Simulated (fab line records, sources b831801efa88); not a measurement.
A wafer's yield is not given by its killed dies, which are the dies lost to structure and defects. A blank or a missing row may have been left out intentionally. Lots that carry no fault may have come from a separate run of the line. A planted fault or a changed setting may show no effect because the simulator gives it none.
A struck lot beside a sound one + flow gf180mcu + 15 steps out of a route of 602
Sound: wafers L828.1, L828.4, L828.5. Struck: wafers L843.1, L843.3, L843.5. The cause is named last.
For every step that has rows: the tool of each side, followed by ch and its chambers, followed by its first start. Under that, the readings that differ: sound wafers + struck wafers + difference of the means + sigmas: that difference in standard deviations of wafers without a fault.
alike: readings whose means differ by less than 2 such deviations, and words and numbers that are the same on both sides. not compared: withheld readings, readings that some wafer has no value for, bounds like >300 that may hide the same value, and numbers for which the record gives no deviation and whose values overlap.
Wherever a step has rows on one side only, a row that says differs or no value, or a row with sigmas, the two part there. When numbers do not overlap yet have no deviation, they are printed without sigmas and do not part them. A reading that every wafer of one side lacks parts them only if that side has two wafers or more.

GF_V2_THK_MEAS_25: measures by xrf.
  sound on filmMetro-01 at day 22 19:03; struck on filmMetro-01 at day 27 02:38
  alike: V2_W_THK
GF_V2_CMP_26: polishes, stops on SiO2, t overpolish 15 s, target thk 0 nm.
  sound on cmp-02 ch 0,1, day 22 19:07; struck on cmp-01 ch 1,2,3, day 27 03:59
  alike: motorCurrentA, overpolishRunS, timeToEndpointS
then, 1 step without rows for these wafers: GF_M3_SPUTTER_00 (material Ti, target thk 37.5 nm, time 150 s).
GF_M3_SPUTTER_01: material TiN, target thk 30 nm, time 25 s.
  sound on pvdSputter-02 at day 22 19:31; struck on pvdSputter-03 at day 27 04:17
  alike: throttleValvePct
GF_M3_SPUTTER_02: material AlCu, target thk 450 nm, time 23.9 s.
  sound on pvdSputter-02 at day 22 19:32; struck on pvdSputter-03 at day 27 04:19
  alike: throttleValvePct
GF_M3_SPUTTER_03: material Ti, target thk 10 nm, time 6.7 s.
  sound on pvdSputter-02 at day 22 19:34; struck on pvdSputter-03 at day 27 04:20
  alike: throttleValvePct
GF_M3_SPUTTER_04: material TiN, target thk 50 nm, time 41.7 s.
  sound on pvdSputter-02 at day 22 19:35; struck on pvdSputter-03 at day 27 04:22
  alike: throttleValvePct
GF_M3_RS_MEAS_05: measurement is done with a four-point probe.
  sound on filmMetro-02 at day 22 19:38; struck on filmMetro-01 at day 27 04:24
  alike: M3_ALCU_RS
GF_M3_THK_MEAS_06: measures by xrf.
  sound on filmMetro-02 at day 22 19:45; struck on filmMetro-01 at day 27 04:31
  alike: M3_ALCU_THK
then, 3 steps without rows for these wafers: GF_M3_DEHYDRATE_07 (time 60 s); GF_M3_HMDS_08 (prime time 60 s); GF_M3_COAT_09 (resist thk 1015 nm).
GF_M3_SOFTBAKE_10: time 60 s.
  sound on lithoTrack-03 ch 0, day 23 06:59; struck on lithoTrack-04 ch 0, day 27 13:50
| reading        | sound             | struck            | difference | sigmas |
|----------------|-------------------|-------------------|------------|--------|
| runLengthS (s) | 89.05 88.89 88.98 | 91.58 91.67 91.62 | +2.65      | +13    |
  alike: exhaustPa
then, 1 step without rows for these wafers: GF_M3_EXPOSE_11 (exposes mask Metal3, target cd 280 nm).
GF_PASSIVATION_PROBE_99:
  rows exist in the record for the sound wafers here (prober-02, day 31 00:24), none for the struck ones

== WHERE THEY PART ==
First at GF_M3_SOFTBAKE_10; last, within this record, at GF_PASSIVATION_PROBE_99.

WHY: the cause the simulator had injected
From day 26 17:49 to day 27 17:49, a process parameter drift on lithoTrack-04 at GF_M3_SOFTBAKE_10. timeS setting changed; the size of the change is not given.
